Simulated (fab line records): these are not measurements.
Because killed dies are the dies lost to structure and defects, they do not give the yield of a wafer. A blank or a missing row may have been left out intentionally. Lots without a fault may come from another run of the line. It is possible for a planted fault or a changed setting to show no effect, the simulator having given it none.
fab line records -- flow sky130
record lots=6, wafers=18, last_day=50
route steps=708 shown LOCAL_INTERCONNECT@396 CONTACT@406 PAD_OPEN@708
lots with no fault: from the same line, run without faults
start_h: the number of hours between the record's first day and the start of the first shown wafer of the lot -- wait_h: how many hours have passed since the lot's step before this one -- " same as the row above -- L1.1+2: several wafers, shown together as one row -- - value missing, or start not given -- * or withheld: withheld -- < > ~ a bound
route shown NAME@n: a module of which the file shows steps, and the number in the route of the first -- usual: mean/standard deviation taken from wafers without a fault -- same: alike in all rows -- chamber/n: place in a boat -- sites: readings site by site -- _std_site: their standard deviation -- _edge_site: inner sites' mean taken away from outer sites' mean -- radius_mm: for every site, how far away it sits from the centre of the wafer -- mask NAME#n: copy n -- behind: the most recent tool/chamber to have shaped the wafer -- hold: cause of the lot's hold/its duration in hours/its outcome -- device: the transistor (n, p or np) that didn't switch -- end of line: tests run on the same wafers once the route is complete -- for a step that has no rows: nothing shown but its recipe -- killed: the dies lost at the first sort to structure and to defects; this is not the yield of the wafer -- map: a wafer's dies, marking killed ones x, the rest . and places with no die _
set.NAME: the setting as run; set.NAME@STEP: as run at that earlier step -- model.NAME: the simulator's own value behind a step, which no gauge read
lots seen at some steps along the route; tables by step, rows by wafer
services: a tool's chamber out of use, with start hour (start_h, from the record's first day; less than 0 if before it), hours out, and reason
## steps
# step SKY_LOCAL_INTERCONNECT_PEB_09
# recipe peb_temp_c=withheld, peb_time_s=withheld, resist=KrF-thick
# step SKY_LOCAL_INTERCONNECT_DEVELOP_10
# recipe develop_time_s=60, resist=KrF-thick, dev_temp_c=21
# step SKY_LOCAL_INTERCONNECT_CD_MEAS_11
# recipe target_cd_nm=170
# usual cd_nm=169.7/1.9
lot.wafer,tool,chamber,start_h,wait_h,cd_nm
L264.1,cd_sem-02,-,725.04,-,168.8
L264.2,cd_sem-02,-,725.04,-,168.9
L264.5,cd_sem-02,-,725.04,-,170.0
L271.2,cd_sem-01,-,772.52,-,169.0
L271.3,cd_sem-01,-,772.52,-,168.4
L271.4,cd_sem-01,-,772.52,-,169.3
L274.1,cd_sem-02,-,805.84,-,173.0
L274.4,cd_sem-02,-,805.84,-,173.9
L274.5,cd_sem-02,-,805.84,-,172.3
L276.1,cd_sem-01,-,812.70,-,172.4
L276.2,cd_sem-01,-,812.70,-,171.1
L276.3,cd_sem-01,-,812.70,-,171.5
L280.1,cd_sem-02,-,844.44,-,169.9
L280.3,cd_sem-02,-,844.44,-,170.3
L280.5,cd_sem-02,-,844.44,-,169.2
L284.2,cd_sem-02,-,864.76,-,170.9
L284.4,cd_sem-02,-,864.76,-,172.0
L284.6,cd_sem-02,-,864.76,-,171.5
# step SKY_LOCAL_INTERCONNECT_OVL_MEAS_12
# usual LOCAL_INTERCONNECT_OVL=0/6
lot.wafer,tool,chamber,start_h,wait_h,LOCAL_INTERCONNECT_OVL[nm]
L264.1,overlay-02,-,725.16,0.1,13
L264.2,overlay-02,-,725.16,0.1,2
L264.5,overlay-02,-,725.16,0.1,13
L271.2,overlay-01,-,772.63,0.1,-5
L271.3,overlay-01,-,772.63,0.1,-5
L271.4,overlay-01,-,772.63,0.1,-6
L274.1,overlay-02,-,805.96,0.1,-5
L274.4,overlay-02,-,805.96,0.1,-7
L274.5,overlay-02,-,805.96,0.1,1
L276.1,overlay-02,-,812.82,0.1,-6
L276.2,overlay-02,-,812.82,0.1,5
L276.3,overlay-02,-,812.82,0.1,-2
L280.1,overlay-01,-,844.56,0.1,14
L280.3,overlay-01,-,844.56,0.1,5
L280.5,overlay-01,-,844.56,0.1,8
L284.2,overlay-01,-,864.86,0.1,7
L284.4,overlay-01,-,864.86,0.1,8
L284.6,overlay-01,-,864.86,0.1,5
# step SKY_LOCAL_INTERCONNECT_ETCH_13
# recipe chemistry=N2/H2, target=BARC, ion_energy_ev=200, bias_w=100, pressure_mtorr=30, n2_flow_sccm=100, h2_flow_sccm=200, icp_w=500, stop_on=SiO2, time_s=45.9, target_depth_a=600
# usual drypump_motor_current_A=5.9/0.46, oes_product_au=0.855/0.0042, throttle_valve_pct=13.224/0.009
lot.wafer,tool,chamber,start_h,wait_h,drypump_motor_current_A,oes_product_au,rf_hours_counter_h,throttle_valve_pct
L264.1,rie_metal-01,0,725.19,0.0,4.9,0.854,4,13.217
L264.2,rie_metal-01,1,725.19,0.0,5.7,0.862,13,13.206
L264.5,rie_metal-01,1,725.19,0.0,5.8,0.862,-,13.227
L271.2,rie_metal-01,1,772.66,0.0,5.7,0.855,15,13.230
L271.3,rie_metal-01,1,772.66,0.0,5.7,0.860,-,13.227
L271.4,rie_metal-01,0,772.66,0.0,5.0,0.858,-,13.224
L274.1,rie_metal-01,1,805.99,0.0,5.7,0.848,16,13.218
L274.4,rie_metal-01,1,805.99,0.0,5.7,0.850,-,13.232
L274.5,rie_metal-01,1,805.99,0.0,5.7,0.855,-,13.210
L276.1,rie_metal-04,1,812.86,0.0,6.0,0.859,3,13.231
L276.2,rie_metal-04,0,812.86,0.0,6.5,0.853,15,13.232
L276.3,rie_metal-04,1,812.86,0.0,6.0,0.854,-,13.217
L280.1,rie_metal-04,0,844.59,0.0,6.5,0.854,16,13.222
L280.3,rie_metal-04,1,844.59,0.0,6.0,0.855,-,13.215
L280.5,rie_metal-04,0,844.59,0.0,6.5,0.853,-,13.213
L284.2,rie_metal-03,0,864.89,0.0,5.8,0.852,6,13.205
L284.4,rie_metal-03,1,864.89,0.0,6.2,0.864,-,13.213
L284.6,rie_metal-03,1,864.89,0.0,6.2,0.859,-,13.240
# step SKY_LOCAL_INTERCONNECT_METAL_ETCH_14
# recipe target_depth_nm=110, stop_on=PSG, chemistry=Cl2/BCl3, target=TiN, resist_sidewall_deg=88, pressure_mtorr=10, icp_w=900, bias_w=48.5, Cl2_flow_sccm=60, bcl3_flow_sccm=30, time_s=31.4
# usual drypump_motor_current_A=5.8/0.47, oes_product_au=0.941/0.0061, throttle_valve_pct=21.902/0.0099
lot.wafer,tool,chamber,start_h,wait_h,drypump_motor_current_A,oes_product_au,rf_hours_counter_h,throttle_valve_pct
L264.1,rie_metal-01,0,725.26,0.0,4.9,0.940,4,21.874
L264.2,rie_metal-01,1,725.26,0.0,5.7,0.937,13,21.899
L264.5,rie_metal-01,1,725.26,0.0,5.7,0.939,-,21.913
L271.2,rie_metal-01,1,772.72,0.0,5.7,0.944,15,21.916
L271.3,rie_metal-01,1,772.72,0.0,5.7,0.951,-,21.901
L271.4,rie_metal-01,0,772.72,0.0,4.9,0.941,-,21.905
L274.1,rie_metal-01,1,806.12,0.1,5.7,0.931,16,21.896
L274.4,rie_metal-01,1,806.12,0.1,5.7,0.939,-,21.885
L274.5,rie_metal-01,1,806.12,0.1,5.7,0.931,-,21.908
L276.1,rie_metal-04,1,812.92,0.0,6.0,0.940,3,21.900
L276.2,rie_metal-04,0,812.92,0.0,6.5,0.946,15,21.901
L276.3,rie_metal-04,1,812.92,0.0,6.0,0.945,-,21.910
L280.1,rie_metal-04,0,844.66,0.0,6.5,0.946,16,21.906
L280.3,rie_metal-04,1,844.66,0.0,6.0,0.943,-,21.903
L280.5,rie_metal-04,0,844.66,0.0,6.5,0.951,-,21.886
L284.2,rie_metal-03,0,864.96,0.0,5.7,0.952,6,21.913
L284.4,rie_metal-03,1,864.96,0.0,6.2,0.935,-,21.902
L284.6,rie_metal-03,1,864.96,0.0,6.2,0.950,-,21.915
# step SKY_LOCAL_INTERCONNECT_STRIP_15
# recipe chemistry=O2/N2, power_w=1400, pressure_mtorr=1500, platen_temp_c=withheld, o2_flow_sccm=3000, n2_flow_sccm=300, overash_fraction=0.5
# usual drypump_motor_current_A=5.5/0.42, oes_product_au=0.427/0.0044, strip_time_to_endpoint_s=4.731/0.022
lot.wafer,tool,chamber,start_h,wait_h,drypump_motor_current_A,oes_product_au,rf_hours_counter_h,strip_time_to_endpoint_s
L264.1,plasma_asher-03,0,725.31,0.0,6.1,0.423,64,4.752
L264.2,plasma_asher-03,1,725.31,0.0,5.0,0.427,64,4.745
L264.5,plasma_asher-03,1,725.31,0.0,5.0,0.430,-,4.732
L271.2,plasma_asher-04,1,772.77,0.0,5.3,0.430,35,4.717
L271.3,plasma_asher-04,1,772.77,0.0,5.3,0.425,-,4.746
L271.4,plasma_asher-04,0,772.77,0.0,5.5,0.430,-,4.723
L274.1,plasma_asher-03,0,806.22,0.1,6.1,0.433,72,4.711
L274.4,plasma_asher-03,0,806.22,0.1,6.1,0.429,-,4.707
L274.5,plasma_asher-03,1,806.22,0.1,5.0,0.428,-,4.710
L276.1,plasma_asher-03,0,812.98,0.0,6.1,0.430,73,4.705
L276.2,plasma_asher-03,1,812.98,0.0,4.9,0.415,73,4.682
L276.3,plasma_asher-03,0,812.98,0.0,6.1,0.428,-,4.726
L280.1,plasma_asher-04,0,844.71,0.0,5.4,0.429,42,4.718
L280.3,plasma_asher-04,1,844.71,0.0,5.3,0.417,-,4.712
L280.5,plasma_asher-04,0,844.71,0.0,5.5,0.425,-,4.717
L284.2,plasma_asher-03,0,865.01,0.0,6.1,0.434,78,4.750
L284.4,plasma_asher-03,1,865.01,0.0,5.0,0.429,-,4.751
L284.6,plasma_asher-03,1,865.01,0.0,5.0,0.432,-,4.766
# step SKY_LOCAL_INTERCONNECT_STRIP_16
# recipe chemistry=post_etch_residue_remover, time_s=1200, temp_c=72.5
# step SKY_LOCAL_INTERCONNECT_CLEAN_17
# recipe chemistry=IPA, time_s=180, temp_c=25
# step SKY_LOCAL_INTERCONNECT_CLEAN_18
# recipe chemistry=O3/DIW, dry=n2_spin
# step SKY_CONTACT_CVD_00
# recipe material=Si3N4, target_thk_nm=75, temp_c=400, time_s=withheld, rf_w=450
# usual heater_power_w=722/95, susceptor_temp_C=399.99/0.23
lot.wafer,tool,chamber,start_h,wait_h,heater_power_w,susceptor_temp_C
L264.1,pecvd-03,1,726.24,0.0,595,400.26
L264.2,pecvd-03,0,726.24,0.0,779,400.14
L264.5,pecvd-03,0,726.24,0.0,778,400.15
L271.2,pecvd-03,0,773.37,0.0,792,400.27
L271.3,pecvd-03,2,773.37,0.0,766,400.55
L271.4,pecvd-03,1,773.37,0.0,608,399.78
L274.1,pecvd-03,1,806.81,0.0,640,400.05
L274.4,pecvd-03,0,806.81,0.0,806,400.49
L274.5,pecvd-03,1,806.81,0.0,640,399.72
L276.1,pecvd-02,1,813.63,0.0,575,399.85
L276.2,pecvd-02,2,813.63,0.0,765,399.97
L276.3,pecvd-02,0,813.63,0.0,898,399.69
L280.1,pecvd-01,0,845.30,0.0,666,400.03
L280.3,pecvd-01,2,845.30,0.0,689,400.01
L280.5,pecvd-01,1,845.30,0.0,693,400.04
L284.2,pecvd-03,1,866.15,0.0,636,399.92
L284.4,pecvd-03,2,866.15,0.0,641,400.20
L284.6,pecvd-03,0,866.15,0.0,856,400.42
# step SKY_CONTACT_THK_MEAS_01
# recipe reads=Si3N4_of_CONTACT_CVD_00
# usual CONTACT_CVD_00_THK=74.8/0.93
lot.wafer,tool,chamber,start_h,wait_h,CONTACT_CVD_00_THK[nm]
L264.1,film_metro-02,-,726.27,-,74.4
L264.2,film_metro-02,-,726.27,-,73.9
L264.5,film_metro-02,-,726.27,-,75.3
L271.2,film_metro-01,-,773.41,-,74.5
L271.3,film_metro-01,-,773.41,-,74.2
L271.4,film_metro-01,-,773.41,-,74.9
L274.1,film_metro-01,-,806.85,-,73.9
L274.4,film_metro-01,-,806.85,-,75.2
L274.5,film_metro-01,-,806.85,-,75.0
L276.1,film_metro-02,-,813.66,-,74.5
L276.2,film_metro-02,-,813.66,-,73.9
L276.3,film_metro-02,-,813.66,-,73.1
L280.1,film_metro-04,-,845.33,-,75.7
L280.3,film_metro-04,-,845.33,-,75.8
L280.5,film_metro-04,-,845.33,-,76.5
L284.2,film_metro-04,-,866.19,-,73.9
L284.4,film_metro-04,-,866.19,-,75.0
L284.6,film_metro-04,-,866.19,-,75.2
# step SKY_CONTACT_HDPCVD_02
# recipe material=SiO2, target_thk_nm=565, sigma_open_frac=0.3, time_s=94.2, temp_c=600, sih4_flow_sccm=60, pressure_mtorr=6
# usual sih4_flow_sccm=60.00/0.19, susceptor_temp_C=599.98/0.28
lot.wafer,tool,chamber,start_h,wait_h,sih4_flow_sccm,susceptor_temp_C,model.SiO2_of_CONTACT_HDPCVD_02.thk_nm
L264.1,hdpcvd-02,1,726.33,0.1,59.91,600.19,567.5
L264.2,hdpcvd-02,2,726.33,0.1,59.74,599.80,567.6
L264.5,hdpcvd-02,2,726.33,0.1,60.10,599.84,567.1
L271.2,hdpcvd-02,1,773.46,0.0,59.97,599.65,814.4
L271.3,hdpcvd-02,2,773.46,0.0,59.97,600.20,820.3
L271.4,hdpcvd-02,1,773.46,0.0,59.86,599.46,822.9
L274.1,hdpcvd-02,0,806.91,0.1,60.04,599.63,818.2
L274.4,hdpcvd-02,1,806.91,0.1,60.10,600.32,818.4
L274.5,hdpcvd-02,0,806.91,0.1,60.28,599.98,819.1
L276.1,hdpcvd-01,0,813.72,0.1,60.06,600.46,562.2
L276.2,hdpcvd-01,2,813.72,0.1,60.41,600.09,567
L276.3,hdpcvd-01,1,813.72,0.1,60.06,599.90,555.9
L280.1,hdpcvd-01,0,845.39,0.1,60.37,600.40,562.2
L280.3,hdpcvd-01,1,845.39,0.1,60.22,600.00,564.3
L280.5,hdpcvd-01,1,845.39,0.1,60.14,599.66,564.2
L284.2,hdpcvd-01,1,866.24,0.0,60.07,599.79,569.4
L284.4,hdpcvd-01,0,866.24,0.0,59.95,600.24,564.4
L284.6,hdpcvd-01,2,866.24,0.0,60.32,600.02,566.4
# step SKY_CONTACT_THK_MEAS_03
# recipe reads=SiO2_of_CONTACT_HDPCVD_02
# usual CONTACT_HDPCVD_THK=564/5
lot.wafer,tool,chamber,start_h,wait_h,CONTACT_HDPCVD_THK[nm]
L264.1,film_metro-01,-,726.40,0.0,567
L264.2,film_metro-01,-,726.40,0.0,568
L264.5,film_metro-01,-,726.40,0.0,568
L271.2,film_metro-04,-,773.54,0.0,815
L271.3,film_metro-04,-,773.54,0.0,820
L271.4,film_metro-04,-,773.54,0.0,822
L274.1,film_metro-01,-,806.98,0.0,818
L274.4,film_metro-01,-,806.98,0.0,818
L274.5,film_metro-01,-,806.98,0.0,819
L276.1,film_metro-01,-,813.79,0.0,562
L276.2,film_metro-01,-,813.79,0.0,567
L276.3,film_metro-01,-,813.79,0.0,556
L280.1,film_metro-02,-,845.46,0.0,562
L280.3,film_metro-02,-,845.46,0.0,564
L280.5,film_metro-02,-,845.46,0.0,564
L284.2,film_metro-02,-,866.32,0.0,569
L284.4,film_metro-02,-,866.32,0.0,564
L284.6,film_metro-02,-,866.32,0.0,566
# step SKY_CONTACT_CMP_04
# recipe material=SiO2, down_force_psi=4, platen_rpm=60, pad_velocity_m_s=0.94248
# usual motor_current_A=11.7/1.1, slurry_filter_dp_kPa=13.49/0.13, time_to_endpoint_s=81/3.6
lot.wafer,tool,chamber,start_h,wait_h,motor_current_A,slurry_filter_dp_kPa,time_to_endpoint_s
L264.2,cmp-02,0,726.56,0.1,11.1,13.68,82
L264.1,cmp-02,1,726.56,0.1,13.7,13.51,84
L264.5,cmp-02,3,726.56,0.1,11.1,13.70,82
L271.3,cmp-02,1,773.59,0.0,13.7,13.64,170
L271.2,cmp-02,2,773.59,0.0,11.9,13.35,164
L271.4,cmp-02,3,773.59,0.0,11.1,13.63,165
L274.1,cmp-01,2,807.14,0.1,10.6,13.59,177
L274.4,cmp-01,3,807.14,0.1,11.7,13.50,176
L274.5,cmp-01,1,807.14,0.1,11.4,13.51,174
L276.1,cmp-02,1,813.90,0.1,13.7,13.53,77
L276.3,cmp-02,2,813.90,0.1,11.3,13.37,76
L276.2,cmp-02,3,813.90,0.1,11.2,13.53,81
L280.1,cmp-02,0,845.57,0.1,10.5,13.74,83
L280.3,cmp-02,1,845.57,0.1,13.5,13.38,88
L280.5,cmp-02,0,845.57,0.1,11.6,13.47,84
L284.2,cmp-01,1,866.42,0.1,10.8,13.57,85
L284.4,cmp-01,2,866.42,0.1,10.7,13.40,85
L284.6,cmp-01,1,866.42,0.1,11.7,13.49,85
# step SKY_CONTACT_BOW_MEAS_05
# recipe mode=bow
# usual CONTACT_BOW=82/7.4
lot.wafer,tool,chamber,start_h,wait_h,CONTACT_BOW[um]
L264.1,film_metro-01,-,726.76,0.1,90
L264.2,film_metro-01,-,726.76,0.1,85
L264.5,film_metro-01,-,726.76,0.1,79
L271.2,film_metro-04,-,773.91,0.2,73
L271.3,film_metro-04,-,773.91,0.2,94
L271.4,film_metro-04,-,773.91,0.2,80
L274.1,film_metro-02,-,807.34,0.1,77
L274.4,film_metro-02,-,807.34,0.1,80
L274.5,film_metro-02,-,807.34,0.1,79
L276.1,film_metro-02,-,814.15,0.2,67
L276.2,film_metro-02,-,814.15,0.2,66
L276.3,film_metro-02,-,814.15,0.2,80
L280.1,film_metro-01,-,845.82,0.2,93
L280.3,film_metro-01,-,845.82,0.2,80
L280.5,film_metro-01,-,845.82,0.2,80
L284.2,film_metro-04,-,866.69,0.2,93
L284.4,film_metro-04,-,866.69,0.2,78
L284.6,film_metro-04,-,866.69,0.2,79
# step SKY_PAD_OPEN_PROBE_99
# usual killed_at_M0_to_M3=43/7.5, killed_at_M4_up=3.3/1.9, killed_at_contacts=24/4.6, killed_at_front_end=16/4.9, killed_at_other=0.2/0.46, killed_dies=87/9.1, killed_open=47/7.4, killed_short=39/6.6
# same gross_dies=492, killed_at_back_side=0
lot.wafer,tool,chamber,start_h,wait_h,killed_at_M0_to_M3,killed_at_M4_up,killed_at_contacts,killed_at_front_end,killed_at_other,killed_dies,killed_open,killed_short
L264.1,prober-01,-,1088.25,0.1,44,1,29,11,0,85,53,32
L264.2,prober-01,-,1088.30,0.1,53,5,16,14,0,88,42,46
L264.5,prober-01,-,1088.45,0.2,41,5,27,21,1,95,56,39
L271.3,prober-01,-,1125.75,0.2,41,5,27,14,1,88,47,41
L271.4,prober-01,-,1125.80,0.2,43,2,10,18,0,73,42,31
L274.5,prober-02,-,1150.57,0.2,62,6,20,14,0,102,52,50
L276.1,prober-02,-,1153.37,0.1,43,4,30,18,0,95,43,52
L276.2,prober-02,-,1153.42,0.1,45,4,22,28,0,99,65,33
L276.3,prober-02,-,1153.47,0.2,44,3,19,21,0,87,47,40
# killed by level:class
L264.1 VIA1:geometric_particle:open=14 CONTACT:geometric_particle:open=11 LI_CONTACT:geometric_particle:open=10 VIA3:geometric_particle:short=8 VIA2:geometric_particle:open=6 POLY_GATE:geometric_particle:short=4 LOCAL_INTERCONNECT:geometric_particle:short=4 VIA3:geometric_particle:open=4
L264.2 METAL2:geometric_particle:short=9 VIA3:geometric_particle:open=7 METAL1:geometric_particle:short=7 VIA1:geometric_particle:open=7 VIA3:geometric_particle:short=7 LI_CONTACT:geometric_particle:open=6 VIA2:geometric_particle:open=6 CONTACT:geometric_particle:open=5
L264.5 LI_CONTACT:geometric_particle:open=10 CONTACT:geometric_particle:open=9 POLY_GATE:geometric_particle:open=8 VIA2:geometric_particle:open=8 VIA1:geometric_particle:open=7 VIA3:geometric_particle:open=6 FIELD_ISO:geometric_particle:short=5 POLY_GATE:geometric_particle:short=4
L271.3 VIA1:geometric_particle:open=9 CONTACT:geometric_particle:open=8 VIA2:geometric_particle:open=7 LI_CONTACT:geometric_particle:open=7 LOCAL_INTERCONNECT:geometric_particle:short=6 METAL1:geometric_particle:short=6 FIELD_ISO:geometric_particle:open=5 METAL4:geometric_particle:short=5
L271.4 VIA2:geometric_particle:open=11 VIA1:geometric_particle:open=10 METAL2:geometric_particle:short=8 FIELD_ISO:geometric_particle:open=5 LI_CONTACT:geometric_particle:open=4 FIELD_ISO:geometric_particle:short=3 POLY_GATE:geometric_particle:short=3 LI_CONTACT:geometric_particle:short=3
L274.5 VIA2:geometric_particle:open=12 VIA1:geometric_particle:open=11 VIA3:geometric_particle:open=10 VIA1:geometric_particle:short=8 METAL2:geometric_particle:short=7 POLY_GATE:geometric_particle:short=6 LI_CONTACT:geometric_particle:short=6 CONTACT:geometric_particle:open=5
L276.1 CONTACT:geometric_particle:open=9 VIA1:geometric_particle:open=8 METAL1:geometric_particle:short=7 VIA3:geometric_particle:short=7 LI_CONTACT:geometric_particle:open=6 METAL2:geometric_particle:short=6 FIELD_ISO:geometric_particle:open=5 LOCAL_INTERCONNECT:geometric_particle:short=5
L276.2 VIA1:geometric_particle:open=11 FIELD_ISO:geometric_particle:open=9 LI_CONTACT:geometric_particle:open=8 CONTACT:geometric_particle:open=8 POLY_GATE:geometric_particle:open=7 VIA2:geometric_particle:open=7 VIA3:geometric_particle:open=6 METAL1:geometric_particle:short=5
L276.3 METAL2:geometric_particle:short=10 CONTACT:geometric_particle:open=9 VIA1:geometric_particle:open=9 FIELD_ISO:geometric_particle:open=8 VIA2:geometric_particle:open=7 FIELD_ISO:geometric_particle:short=5 POLY_GATE:geometric_particle:short=5 VIA3:geometric_particle:open=5
## services
tool,chamber,start_h,hours,kind
cmp-02,-,706.73,1.7,repair
cmp-01,-,706.91,3.6,repair
rie_metal-03,-,715.16,1.4,pm
cmp-01,-,716.83,8.9,pm
rie_metal-04,1,717.94,-,clean
rie_metal-04,1,717.94,22.5,scheduled_down
rie_metal-04,1,717.94,22.5,vent_cycle
pecvd-03,2,740.86,2.2,repair
cmp-02,-,744.24,4.0,pm
pecvd-03,1,753.94,3.5,repair
hdpcvd-01,-,759.03,1.2,repair
hdpcvd-01,-,761.14,0.5,repair
hdpcvd-01,-,789.85,2.8,pm
plasma_asher-04,-,791.74,1.2,repair
rie_metal-01,0,797.48,52.8,repair
rie_metal-04,-,800.55,0.3,repair
rie_metal-01,-,809.35,2.8,pm
cmp-02,-,831.55,1.7,repair
pecvd-03,-,838.89,14.6,pm
cmp-02,-,847.95,4.2,pm
cmp-01,-,850.42,2.6,repair
rie_metal-01,1,860.93,-,clean
rie_metal-01,1,860.93,18.2,scheduled_down
rie_metal-01,1,860.93,18.2,vent_cycle
## key
first_sign step=SKY_CONTACT_THK_MEAS_03, reading=CONTACT_HDPCVD_THK, direction=up, sigmas=51, usual=564, struck=819
effect step=SKY_CONTACT_CMP_04, reading=time_to_endpoint_s, direction=up, sigmas=25, usual=*, struck=*
model_effect step=SKY_CONTACT_HDPCVD_02, value=SiO2_of_CONTACT_HDPCVD_02.thk_nm, without=565.2, struck=818.9
met_at SKY_CONTACT_HDPCVD_02
struck_wafers L271.2,L271.3,L271.4,L274.1,L274.4,L274.5
tester_left_out L271,L274
onset_between 726.33 773.46
also_fits SKY_LOCAL_INTERCONNECT_ETCH_13:rie_metal-01,SKY_LOCAL_INTERCONNECT_METAL_ETCH_14:rie_metal-01
fault kind=process_parameter_drift, tool=hdpcvd-02, chamber=-, onset_h=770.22, steps=SKY_CONTACT_HDPCVD_02, channel=target_thk_nm, offset=253.68, shape=step, end_h=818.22, acts_in=these_recipes_only, stated=565
# tester_left_out: of these lots the tester's yield and bins aren't shown, on N5 and GAA mostly nor the transistor test; their killed dies are dies lost to structure and defects alone, not to doping, threshold or leakage, so they don't give the yield
